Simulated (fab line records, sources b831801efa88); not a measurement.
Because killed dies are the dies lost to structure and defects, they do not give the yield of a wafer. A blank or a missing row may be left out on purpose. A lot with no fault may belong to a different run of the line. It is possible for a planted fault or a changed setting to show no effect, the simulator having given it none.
Which tool did it? | flow gf180mcu | 11 lots with 33 wafers sampled at 7 steps, on a route of 602 steps

## WHAT THE GAUGES SHOWED, per wafer
GF_V4_CD_MEAS_14: target cd 260 nm. Usual: cdNm reads 260.1 nm (standard deviation 1.2).
lot  | measured     | on       | cdNm (nm)         | flag
L748 | day 24 06:10 | cdSem-02 | 260.2 261.4 260.4 | 
L752 | day 25 13:52 | cdSem-02 | 261.1 262.0 262.1 | 
L757 | day 27 17:40 | cdSem-01 | 260.2 261.1 261.1 | 
L758 | day 27 22:50 | cdSem-02 | 258.6 258.4 258.9 | 
L761 | day 28 15:59 | cdSem-02 | 260.8 260.7 260.4 | 
L763 | day 29 09:52 | cdSem-02 | 260.7 260.0 258.4 | 
L764 | day 29 18:26 | cdSem-02 | 260.9 261.6 260.8 | 
L765 | day 29 22:38 | cdSem-02 | 262.1 261.8 261.6 | 
L767 | day 30 08:30 | cdSem-02 | 261.5 261.9 261.8 | 
L768 | day 30 16:29 | cdSem-02 | 259.0 259.5 259.3 | 
L771 | day 31 05:55 | cdSem-02 | 260.7 260.8 260.3 | 

GF_MIM_THK_MEAS_06. Usual: MIM_CVD_05_THK typically reads 42.0 nm, with standard deviation 0.49.
lot  | measured     | on           | MIM_CVD_05_THK (nm) | flag
L748 | day 24 08:06 | filmMetro-02 | 42.5 43.1 42.8      | 
L752 | day 25 15:37 | filmMetro-01 | 41.4 41.2 41.9      | 
L757 | day 27 19:25 | filmMetro-04 | 41.2 41.9 42.0      | 
L758 | day 28 00:40 | filmMetro-02 | 41.3 42.0 42.0      | 
L761 | day 28 17:46 | filmMetro-02 | 41.3 41.9 42.4      | 
L763 | day 29 11:35 | filmMetro-04 | 42.2 42.0 42.3      | 
L764 | day 29 20:23 | filmMetro-01 | 41.8 40.7 41.7      | 
L765 | day 30 00:43 | filmMetro-04 | 41.7 41.0 41.8      | 
L767 | day 30 10:23 | filmMetro-02 | 41.3 41.3 41.6      | 
L768 | day 30 18:24 | filmMetro-02 | 41.3 41.0 41.8      | 
L771 | day 31 07:40 | filmMetro-04 | 42.7 42.2 42.3      | 

GF_MIM_RS_MEAS_10: measurement is done with a four-point probe. Usual: MIM_ALCU_RS typically reads 0.1608 ohm/sq, with standard deviation 0.0018.
lot  | measured     | on           | MIM_ALCU_RS (ohm/sq) | flag
L748 | day 24 08:16 | filmMetro-04 | 0.1607 0.1599 0.1616 | 
L752 | day 25 15:53 | filmMetro-01 | 0.1597 0.1616 0.1593 | 
L757 | day 27 19:36 | filmMetro-02 | 9.4330 9.5282 9.4644 | OFF
L758 | day 28 00:49 | filmMetro-04 | 9.4921 9.4570 9.4518 | OFF
L761 | day 28 17:55 | filmMetro-02 | 0.1615 0.1609 0.1622 | 
L763 | day 29 11:47 | filmMetro-02 | 0.1602 0.1616 0.1591 | 
L764 | day 29 20:33 | filmMetro-01 | 0.1605 0.1593 0.1579 | 
L765 | day 30 00:52 | filmMetro-02 | 0.1588 0.1591 0.1596 | 
L767 | day 30 10:32 | filmMetro-01 | 0.1615 0.1639 0.1633 | 
L768 | day 30 18:34 | filmMetro-02 | 0.1607 0.1595 0.1607 | 
L771 | day 31 07:52 | filmMetro-02 | 0.1604 0.1600 0.1591 | 

GF_MIM_THK_MEAS_11: measures by xrf. Usual: MIM_ALCU_THK typically reads 201.3 nm, with standard deviation 2.4.
lot  | measured     | on           | MIM_ALCU_THK (nm) | flag
L748 | day 24 08:23 | filmMetro-04 | 202.8 203.4 200.2 | 
L752 | day 25 16:00 | filmMetro-01 | 202.2 199.7 202.7 | 
L757 | day 27 19:42 | filmMetro-02 | <0.3 <0.3 <0.3    | OFF
L758 | day 28 00:56 | filmMetro-04 | <0.3 <0.3 <0.3    | OFF
L761 | day 28 18:02 | filmMetro-02 | 200.8 200.4 199.8 | 
L763 | day 29 11:52 | filmMetro-02 | 204.8 201.8 205.3 | 
L764 | day 29 20:40 | filmMetro-01 | 203.6 204.0 205.1 | 
L765 | day 30 00:59 | filmMetro-02 | 202.8 203.5 202.7 | 
L767 | day 30 10:40 | filmMetro-01 | 199.8 198.3 197.5 | 
L768 | day 30 18:41 | filmMetro-02 | 202.6 203.3 201.2 | 
L771 | day 31 07:57 | filmMetro-02 | 201.2 202.1 204.2 | 

GF_V5_BOW_MEAS_05. Usual: V5_BOW typically reads 128 um, with standard deviation 8.8.
lot  | measured     | on           | V5_BOW (um) | flag
L748 | day 26 04:53 | filmMetro-02 | 142 124 130 | 
L752 | day 27 10:54 | filmMetro-02 | 130 129 130 | 
L757 | day 29 11:01 | filmMetro-03 | 160 157 161 | OFF
L758 | day 29 17:05 | filmMetro-03 | 154 156 146 | 
L761 | day 30 09:07 | filmMetro-02 | 127 140 133 | 
L763 | day 31 02:37 | filmMetro-04 | 128 122 138 | 
L764 | day 31 10:19 | filmMetro-03 | 134 128 143 | 
L765 | day 31 14:13 | filmMetro-04 | 141 136 138 | 
L767 | day 31 23:29 | filmMetro-02 | 104 112 112 | 
L768 | day 32 06:54 | filmMetro-03 | 120 112 116 | 
L771 | day 32 19:08 | filmMetro-02 | 128 141 122 | 

## WHICH TOOL RAN EACH LOT (tool, then ch and the chambers of the sampled wafers, then the start)
lot  | GF_V4_CVD_23                 | GF_MIM_SPUTTER_08
L748 | cvdW-01 ch 0,1, day 24 07:14 | pvdSputter-03, day 24 08:11
L752 | cvdW-01 ch 0,1, day 25 14:46 | pvdSputter-04, day 25 15:46
L757 | cvdW-01 ch 0,1, day 27 18:35 | pvdSputter-03, day 27 19:31
L758 | cvdW-01 ch 0,1, day 27 23:49 | pvdSputter-04, day 28 00:46
L761 | cvdW-01 ch 0,1, day 28 16:55 | pvdSputter-01, day 28 17:52
L763 | cvdW-01 ch 0,1, day 29 10:45 | pvdSputter-04, day 29 11:40
L764 | cvdW-02 ch 0, day 29 19:32   | pvdSputter-04, day 29 20:29
L765 | cvdW-01 ch 0,1, day 29 23:52 | pvdSputter-04, day 30 00:49
L767 | cvdW-02 ch 0,1, day 30 09:31 | pvdSputter-04, day 30 10:29
L768 | cvdW-02 ch 0,1, day 30 17:26 | pvdSputter-01, day 30 18:31
L771 | cvdW-02 ch 0,1, day 31 06:49 | pvdSputter-04, day 31 07:44
- GF_V4_CVD_23: deposits W, target thk 350 nm, time 104.9 s.
- GF_MIM_SPUTTER_08: material AlCu, target thk 200 nm, time 10.6 s.

## WHAT THE TOOLS THEMSELVES READ (means of the sampled wafers that have a number; where no wafer has one, the mark that the record gives instead)
GF_V4_CVD_23. Usual: heaterPowerW reads 793 W (standard deviation 98).
lot  | tool    | heaterPowerW (W) | flag
L748 | cvdW-01 | 867              | 
L752 | cvdW-01 | 819              | 
L757 | cvdW-01 | 830              | 
L758 | cvdW-01 | 826              | 
L761 | cvdW-01 | 828              | 
L763 | cvdW-01 | 876              | 
L764 | cvdW-02 | 660              | 
L765 | cvdW-01 | 814              | 
L767 | cvdW-02 | 757              | 
L768 | cvdW-02 | 771              | 
L771 | cvdW-02 | 709              | 

GF_MIM_SPUTTER_08. Usual: cathodeDcPowerW 10600 W, standard deviation 1.8; chamberPressurePa 0.4000 Pa, standard deviation 0.00075; throttleValvePct 29.6 %, standard deviation 0.92.
lot  | tool          | cathodeDcPowerW (W) | chamberPressurePa (Pa) | throttleValvePct (%) | flag
L748 | pvdSputter-03 | 10600               | 0.4003                 | 29.5                 | 
L752 | pvdSputter-04 | 10600               | 0.4005                 | 30.2                 | 
L757 | pvdSputter-03 | -                   | -                      | -                    | OFF
L758 | pvdSputter-04 | -                   | -                      | -                    | OFF
L761 | pvdSputter-01 | 10601               | 0.3998                 | 28.6                 | 
L763 | pvdSputter-04 | 10601               | 0.3998                 | 29.8                 | 
L764 | pvdSputter-04 | 10600               | 0.3997                 | 29.8                 | 
L765 | pvdSputter-04 | 10598               | 0.3993                 | 29.7                 | 
L767 | pvdSputter-04 | 10600               | 0.3998                 | 29.8                 | 
L768 | pvdSputter-01 | 10601               | 0.3998                 | 29.1                 | 
L771 | pvdSputter-04 | 10600               | 0.4000                 | 29.6                 | 

## THE ANSWER, worked out from the rows above alone
Rule: lot off if the mean of its wafers having a number is beyond 3 standard deviations from the usual mean. A lot without any number at a reading at which 4 lots or more have one is off too. The other lots that the step has rows for count as sound. First the gauges in route order, then the tools' own readings, where a lot's mean is used as printed above. The first step at which some lot is off is used, and at that step the reading that is off furthest; a lot without a number counts as furthest.
Off: L757, L758, at GF_MIM_RS_MEAS_10 (MIM_ALCU_RS).
If a tool, at a process step before that reading, ran all the lots that are off and no sound lot after the first of them, it fits. Not tried: the gauges at GF_MIM_RS_MEAS_10; whatever is off there is also off at GF_MIM_SPUTTER_08, on other tools, and gauge error can't account for it. Of those tried, none fits.

## WHAT THE SIMULATOR PUT IN
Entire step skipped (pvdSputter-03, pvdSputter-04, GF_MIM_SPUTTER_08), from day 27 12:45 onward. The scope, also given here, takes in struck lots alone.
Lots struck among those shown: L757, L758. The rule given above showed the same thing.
